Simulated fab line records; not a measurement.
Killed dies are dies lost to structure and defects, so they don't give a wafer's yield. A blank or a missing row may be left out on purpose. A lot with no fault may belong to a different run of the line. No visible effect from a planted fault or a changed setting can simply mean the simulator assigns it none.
A lot that was struck, set against a sound lot | flow sky130 | 14 steps out of a route of 708
Sound: wafers L359.3, L359.4, L359.6. The struck wafers were L376.1, L376.4, L376.5. The cause is named last.
Per side, at each step with rows, come the tool, then ch with its chambers, and then its first start. Under that, the readings that differ: sound wafers | struck wafers | difference of the means | sigmas: that difference in standard deviations of wafers without a fault.
alike: readings with means less than 2 such deviations apart, plus words and numbers identical on both sides. not compared: withheld readings, readings lacking a value on some wafer, bounds such as >300 that could conceal the same value, and numbers that have no deviation in the record and whose values overlap.
Wherever a step has rows on one side only, a row that says differs or no value, or a row with sigmas, the two part there. Numbers that have no deviation but don't overlap get no sigmas and don't part them. A reading missing from all wafers of one side parts the sides only when that side holds two or more wafers.

SKY_NWELL_RS_MEAS_29: measures by four-point-probe.
  sound on film_metro-04 at day 5 10:33; struck on film_metro-04 at day 10 05:16
  alike: NWELL_RS
SKY_NWELL_RS_MEAS_31: measures by four-point-probe.
  sound on film_metro-04 at day 5 10:47; struck on film_metro-04 at day 10 05:30
  alike: PWDE_RS
then, 7 steps without rows for these wafers: SKY_VT_ADJUST_HVTP_DEHYDRATE_00 (time 60 s); SKY_VT_ADJUST_HVTP_HMDS_01 (prime time 60 s); SKY_VT_ADJUST_HVTP_COAT_02 (resist thk 1140 nm); SKY_VT_ADJUST_HVTP_SOFTBAKE_03 (time 60 s); SKY_VT_ADJUST_HVTP_EXPOSE_04 (exposes mask HVTPM, target cd 380 nm); SKY_VT_ADJUST_HVTP_PEB_05; SKY_VT_ADJUST_HVTP_DEVELOP_06 (develop time 60 s).
SKY_VT_ADJUST_HVTP_CD_MEAS_07: target cd 380 nm.
  sound on cd_sem-02 at day 6 04:17; struck on cd_sem-01 at day 11 04:06
  alike: cd_nm
SKY_VT_ADJUST_HVTP_OVL_MEAS_08:
  sound on overlay-02 at day 6 04:23; struck on overlay-01 at day 11 04:13
  alike: VT_ADJUST_HVTP_OVL
SKY_VT_ADJUST_HVTP_IMPLANT_09:
  sound on implanter-01 ch 0, day 6 04:28; struck on implanter-01 ch 0, day 11 04:16
  reading                   | sound                | struck               | difference | sigmas
  beam_energy_keV           | 149.95 149.99 150.04 | 155.40 155.47 155.43 | +5.44      | +99 or more
  model.implant.rp_nm (nm)  | 82.35 82.35 82.35    | 86.31 86.31 86.31    | +3.96      |
  model.implant.drp_nm (nm) | 33.4 33.4 33.4       | 34.41 34.41 34.41    | +1.01      |
SKY_VT_ADJUST_HVTP_STRIP_10: strips in O2/N2.
  sound on plasma_asher-02 ch 0,1, day 6 04:35; struck on plasma_asher-01 ch 0,1, day 11 04:25
  alike: drypump_motor_current_A, oes_product_au, strip_time_to_endpoint_s
  not compared: rf_hours_counter_h
-- here the record skips 39 days between the struck wafers' starts before and after, leaving off in module VT_ADJUST_HVTP and picking up in module PAD_OPEN (first step shown: number 708 of the route) --
SKY_PAD_OPEN_PROBE_99:
  the record has rows for the struck wafers here (prober-01, day 50 03:41) and none for the sound ones

== WHERE THEY PART ==
First at SKY_VT_ADJUST_HVTP_IMPLANT_09; last, within this record, at SKY_PAD_OPEN_PROBE_99.

WHY: whatever the simulator had introduced
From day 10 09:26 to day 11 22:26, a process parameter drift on implanter-01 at SKY_VT_ADJUST_HVTP_IMPLANT_09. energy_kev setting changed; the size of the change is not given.
